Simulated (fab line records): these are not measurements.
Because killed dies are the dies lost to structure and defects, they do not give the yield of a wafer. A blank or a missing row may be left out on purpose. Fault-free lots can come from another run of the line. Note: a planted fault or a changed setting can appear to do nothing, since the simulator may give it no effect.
fab line records -- flow sky130 -- part 2 of 2: steps 44 to 44 of 44
[record] lots = 6, wafers = 18, last-day = 50
route steps=708 shown SONOS_TUNNEL@160 SONOS_ONO@168 GATE_OXIDE@187 PAD_OPEN@708
lots that met no fault: taken from a fault-free run of the same line
start-h: start of the lot's first displayed wafer, in hours after the record's first day -- wait-h: time in hours since the lot's previous step -- " identical to the entry in the row above -- L1.1+2: a single row standing in for several wafers -- - either no value or no given start -- * or withheld: withheld -- < > ~ a bound
route shown NAME@n: NAME is a module with steps in the file, n the number in the route of the first one -- usual: average and standard deviation across the fault-free wafers -- same: alike in all rows -- chamber/n: place in a boat -- sites: per-site readings -- _std_site: how widely they spread, as a standard deviation -- _edge_site: mean of outer sites minus mean of inner sites -- radius-mm: for every site, how far away it sits from the centre of the wafer -- mask NAME#n: copy n -- behind: tool/chamber where the wafer was last shaped -- hold: reason for holding the lot/hours on hold/outcome of the hold -- device: names the non-switching transistor (n, p or np) -- end of line: tests run on the same wafers once the route is complete -- a step given without rows: its recipe and nothing more -- killed: the dies lost at the first sort to structure and to defects; this is not the yield of the wafer -- map: per-die view of a wafer (x killed, . not killed, _ where there is no die)
set.NAME: the setting the step ran with; set.NAME@STEP: the setting that earlier step ran with -- model.NAME: the simulator's own value behind a step, which no gauge read
lots at selected steps of the route; one table per step, one row per wafer
services: a tool's chamber out of use, with start hour (start-h, from the record's first day; less than 0 if before it), hours out, and reason
[[steps]]
[step SKY_PAD_OPEN_PROBE_99]
[usual] killed_at_M0_to_M3 = 43/7.3, killed_at_M4_up = 3.5/2.2, killed-at-contacts = 24/5.3, killed-at-front-end = 15/4.2, killed-at-other = 0.3/0.67, killed-dies = 86/9.8, killed-open = 47/7.2, killed-short = 39/6.5
[same] gross-dies = 492, killed-at-back-side = 0
lot.wafer,tool,chamber,start-h,wait-h,killed_at_M0_to_M3,killed_at_M4_up,killed-at-contacts,killed-at-front-end,killed-at-other,killed-dies,killed-open,killed-short,model.etest.sonos-erased.drive-ua-um,model.etest.cap-ono.gate-log10-a-cm2,model.etest.cap-ono.gate-bv-v,model.etest.cap-ono.tox-acc-nm,model.etest.sonos-programmed.off-log10-a-um,model.etest.sonos-programmed.vt-v,model.etest.sonos-erased.vt-v,model.etest.sonos-baked.vt-v
L788.2,prober-02,-,1077.07,0.1,36,5,20,15,2,78,42,36,204.2,-8.163,16.77,13.01,-14.08,1.438,-2.253,0.9228
L788.5,prober-02,-,1077.22,0.2,43,2,35,15,0,95,54,41,177.9,-8.113,16.84,12.96,-13.96,1.446,-2.218,0.9487
L788.6,prober-02,-,1077.27,0.2,43,5,23,12,0,83,44,39,216.8,-7.974,15.91,12.93,-13.99,1.425,-2.309,0.9362
L790.1,prober-02,-,1095.09,0.1,49,2,31,7,0,89,53,36,150.7,-8.006,16.18,12.94,-13.88,1.443,-2.216,0.9885
L790.2,prober-02,-,1095.14,0.1,49,7,27,14,0,97,49,48,198.4,-8.021,16.52,12.91,-14.02,1.419,-2.265,0.9791
L790.6,prober-02,-,1095.34,0.2,43,2,31,8,0,84,45,39,184.4,-7.987,15.92,12.91,-13.85,1.432,-2.279,0.9129
L800.1,prober-02,-,1158.61,0.1,44,3,31,19,0,97,46,51,151.4,-8.763,17.29,13.59,-13.84,1.129,-1.95,0.7168
L800.3,prober-02,-,1158.71,0.2,47,2,32,15,0,96,45,51,132.5,-8.969,17.56,13.68,-13.5,1.038,-1.867,0.6313
L800.4,prober-02,-,1158.76,0.2,38,3,17,10,0,68,36,32,155.3,-8.979,17.29,13.7,-13.01,0.9981,-1.889,0.6086
L801.3,prober-02,-,1160.51,0.5,40,4,19,16,0,79,41,38,154.2,-8.728,16.91,13.5,-13.67,1.04,-2.017,0.6543
L801.5,prober-02,-,1160.61,0.5,35,4,19,14,0,72,34,38,145.1,-8.895,17.33,13.68,-13.76,1.034,-1.905,0.6365
L801.6,prober-02,-,1160.66,0.6,17,2,21,17,0,57,32,24,128.3,-8.701,17.08,13.48,-13.65,1.129,-1.988,0.6586
L809.2,prober-02,-,1205.69,0.1,40,8,17,7,0,72,37,34,178,-7.962,16.08,12.9,-13.86,1.426,-2.277,0.9332
L809.4,prober-02,-,1205.79,0.2,45,7,26,12,0,90,41,49,182,-8.079,16.46,13.03,-14,1.38,-2.248,0.8912
L809.6,prober-02,-,1205.89,0.2,34,6,30,22,0,92,51,38,186.3,-7.893,16.26,12.91,-13.93,1.432,-2.272,0.9331
L810.2,prober-01,-,1207.09,0.1,54,0,26,16,0,96,49,44,178.5,-7.922,16.4,12.95,-13.97,1.442,-2.273,0.9442
L810.5,prober-01,-,1207.24,0.2,49,2,26,17,0,94,57,37,190.6,-8.201,16.66,13.11,-13.95,1.319,-2.213,0.8845
L810.6,prober-01,-,1207.29,0.2,39,3,30,21,0,93,52,39,197,-8.08,16.33,12.97,-13.9,1.381,-2.275,0.889
// killed by level:class
L788.2 VIA1:geometric-particle:open=9 VIA3:geometric-particle:open=7 LI_CONTACT:geometric-particle:open=6 LOCAL_INTERCONNECT:geometric-particle:short=6 FIELD_ISO:geometric-particle:short=5 CONTACT:geometric-particle:open=5 METAL1:geometric-particle:short=4 METAL3:geometric-particle:short=4
L788.5 CONTACT:geometric-particle:open=12 VIA1:geometric-particle:open=11 LI_CONTACT:geometric-particle:open=8 CONTACT:geometric-particle:short=8 METAL1:geometric-particle:short=7 METAL1:geometric-particle:open=6 LOCAL_INTERCONNECT:geometric-particle:short=5 FIELD_ISO:geometric-particle:open=4
L788.6 VIA1:geometric-particle:open=13 CONTACT:geometric-particle:open=7 FIELD_ISO:geometric-particle:short=6 CONTACT:geometric-particle:short=6 VIA2:geometric-particle:open=6 METAL1:geometric-particle:short=5 VIA1:geometric-particle:short=5 LI_CONTACT:geometric-particle:open=4
L790.1 CONTACT:geometric-particle:open=14 VIA3:geometric-particle:open=11 VIA2:geometric-particle:open=10 VIA1:geometric-particle:open=8 VIA1:geometric-particle:short=7 LI_CONTACT:geometric-particle:open=5 LI_CONTACT:geometric-particle:short=4 LOCAL_INTERCONNECT:geometric-particle:short=4
L790.2 VIA1:geometric-particle:open=9 VIA3:geometric-particle:open=8 VIA2:geometric-particle:open=8 CONTACT:geometric-particle:open=7 VIA1:geometric-particle:short=7 CONTACT:geometric-particle:short=6 METAL2:geometric-particle:short=5 LI_CONTACT:geometric-particle:open=5
L790.6 VIA1:geometric-particle:open=11 VIA3:geometric-particle:open=11 CONTACT:geometric-particle:open=8 LOCAL_INTERCONNECT:geometric-particle:short=7 VIA1:geometric-particle:short=7 LI_CONTACT:geometric-particle:open=6 CONTACT:geometric-particle:short=5 METAL2:geometric-particle:short=4
L800.1 CONTACT:geometric-particle:open=10 VIA1:geometric-particle:open=9 METAL2:geometric-particle:short=9 LI_CONTACT:geometric-particle:open=8 METAL1:geometric-particle:short=7 CONTACT:geometric-particle:short=7 VIA3:geometric-particle:open=7 FIELD_ISO:geometric-particle:short=6
L800.3 VIA2:geometric-particle:open=10 VIA1:geometric-particle:open=9 LI_CONTACT:geometric-particle:open=7 LOCAL_INTERCONNECT:geometric-particle:short=7 CONTACT:geometric-particle:short=7 METAL2:geometric-particle:short=7 POLY_GATE:geometric-particle:short=5 LI_CONTACT:geometric-particle:short=5
L800.4 VIA3:geometric-particle:open=10 LI_CONTACT:geometric-particle:open=7 METAL1:geometric-particle:short=6 VIA2:geometric-particle:open=6 METAL2:geometric-particle:short=6 FIELD_ISO:geometric-particle:open=4 VIA2:geometric-particle:short=4 METAL4:geometric-particle:short=3
L801.3 VIA1:geometric-particle:open=9 VIA1:geometric-particle:short=7 LI_CONTACT:geometric-particle:open=6 METAL1:geometric-particle:short=6 VIA3:geometric-particle:open=6 CONTACT:geometric-particle:short=5 FIELD_ISO:geometric-particle:open=4 POLY_GATE:geometric-particle:open=4
L801.5 VIA1:geometric-particle:open=12 CONTACT:geometric-particle:open=7 METAL2:geometric-particle:short=6 LOCAL_INTERCONNECT:geometric-particle:short=6 METAL3:geometric-particle:short=5 METAL4:geometric-particle:short=4 FIELD_ISO:geometric-particle:open=3 POLY_GATE:geometric-particle:open=3
L801.6 CONTACT:geometric-particle:open=12 FIELD_ISO:geometric-particle:open=5 POLY_GATE:geometric-particle:short=5 VIA1:geometric-particle:open=5 METAL2:geometric-particle:short=5 FIELD_ISO:geometric-particle:short=4 METAL1:geometric-particle:short=3 LI_CONTACT:geometric-particle:open=2
L809.2 VIA1:geometric-particle:open=11 CONTACT:geometric-particle:open=8 METAL2:geometric-particle:short=8 METAL4:geometric-particle:short=7 VIA3:geometric-particle:open=6 LI_CONTACT:geometric-particle:open=5 METAL1:geometric-particle:short=5 LOCAL_INTERCONNECT:geometric-particle:short=3
L809.4 VIA1:geometric-particle:open=12 CONTACT:geometric-particle:open=10 LOCAL_INTERCONNECT:geometric-particle:short=8 METAL4:geometric-particle:short=7 CONTACT:geometric-particle:short=5 VIA1:geometric-particle:short=5 VIA2:geometric-particle:open=5 VIA3:geometric-particle:short=5
L809.6 CONTACT:geometric-particle:open=14 VIA1:geometric-particle:open=12 POLY_GATE:geometric-particle:open=9 LI_CONTACT:geometric-particle:short=6 METAL4:geometric-particle:short=6 POLY_GATE:geometric-particle:short=4 LOCAL_INTERCONNECT:geometric-particle:short=4 CONTACT:geometric-particle:short=4
L810.2 CONTACT:geometric-particle:open=12 VIA1:geometric-particle:short=10 VIA1:geometric-particle:open=10 METAL2:geometric-particle:short=9 VIA2:geometric-particle:open=7 LOCAL_INTERCONNECT:geometric-particle:short=5 VIA3:geometric-particle:open=5 POLY_GATE:geometric-particle:open=4
L810.5 VIA1:geometric-particle:open=14 VIA3:geometric-particle:open=11 LI_CONTACT:geometric-particle:open=7 CONTACT:geometric-particle:open=7 VIA1:geometric-particle:short=7 CONTACT:geometric-particle:short=6 VIA2:geometric-particle:open=6 METAL2:geometric-particle:short=5
L810.6 CONTACT:geometric-particle:open=12 VIA2:geometric-particle:open=10 VIA1:geometric-particle:open=9 CONTACT:geometric-particle:short=8 FIELD_ISO:geometric-particle:open=5 LOCAL_INTERCONNECT:geometric-particle:short=5 METAL1:geometric-particle:short=5 VIA3:geometric-particle:short=4
[[services]]
tool,chamber,start-h,hours,kind
wet-bench-01,-,241.76,1.5,repair
plasma-asher-01,-,251.18,9.3,repair
rie-diel-03,1,255.70,2.3,repair
rie-diel-02,2,264.19,19.3,repair
rie-diel-02,0,296.90,9.3,repair
lpcvd-03,-,303.15,28.1,pm
plasma-asher-02,-,305.27,8.1,repair
rie-diel-03,-,305.44,2.8,pm
rie-diel-03,1,313.23,6.4,repair
plasma-asher-03,-,321.34,79.3,repair
plasma-asher-02,-,372.68,1.0,repair
rie-diel-01,3,377.78,2.5,repair
lpcvd-03,-,381.60,1.4,repair
rie-diel-03,3,381.92,19.6,repair
rie-diel-03,2,393.09,8.3,repair
rie-diel-03,0,417.91,13.0,repair
plasma-asher-02,-,421.25,9.0,pm
wet-bench-01,-,430.34,1.7,repair
plasma-asher-04,-,430.45,1.8,repair
rie-diel-01,2,448.22,1.7,repair
lpcvd-03,-,462.44,0.5,repair
rie-diel-02,0,468.96,36.3,repair
plasma-asher-02,-,481.33,0.7,repair
lpcvd-03,-,490.58,2.8,pm
[[key]]
[first-sign] step = SKY_SONOS_ONO_THK_MEAS_05, reading = SONOS_ONO_CVD_04_THK, direction = up, sigmas = 7.4, usual = 5.83, struck = 6.44
effect none on later readings
[model-effect] step = SKY_SONOS_ONO_CVD_04, value = SiO2_of_SONOS_ONO_CVD_04.thk-nm, without = 5.846, struck = 6.405
[model-effect] step = SKY_GATE_OXIDE_CLEAN_15, value = SiO2_of_SONOS_ONO_CVD_04.thk-nm, without = 4.328, struck = 4.887
[model-effect] step = SKY_PAD_OPEN_PROBE_99, value = etest.sonos-erased.drive-ua-um, without = 176.1, struck = 144.5
met-at SKY_SONOS_ONO_CVD_04
struck-wafers L800.1,L800.3,L800.4,L801.3,L801.5,L801.6
tester-left-out L800,L801
onset-between 283.22 354.59
[fault] kind = process-parameter-drift, tool = lpcvd-03, chamber = -, onset-h = 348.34, steps = SKY_SONOS_ONO_CVD_04, channel = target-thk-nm, offset = 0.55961, shape = step, end-h = 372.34, stated = 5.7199
// tester-left-out: of these lots the tester's yield and bins aren't shown, on N5 and GAA mostly nor the transistor test; their killed dies are dies lost to structure and defects alone, not to doping, threshold or leakage, so they don't give the yield
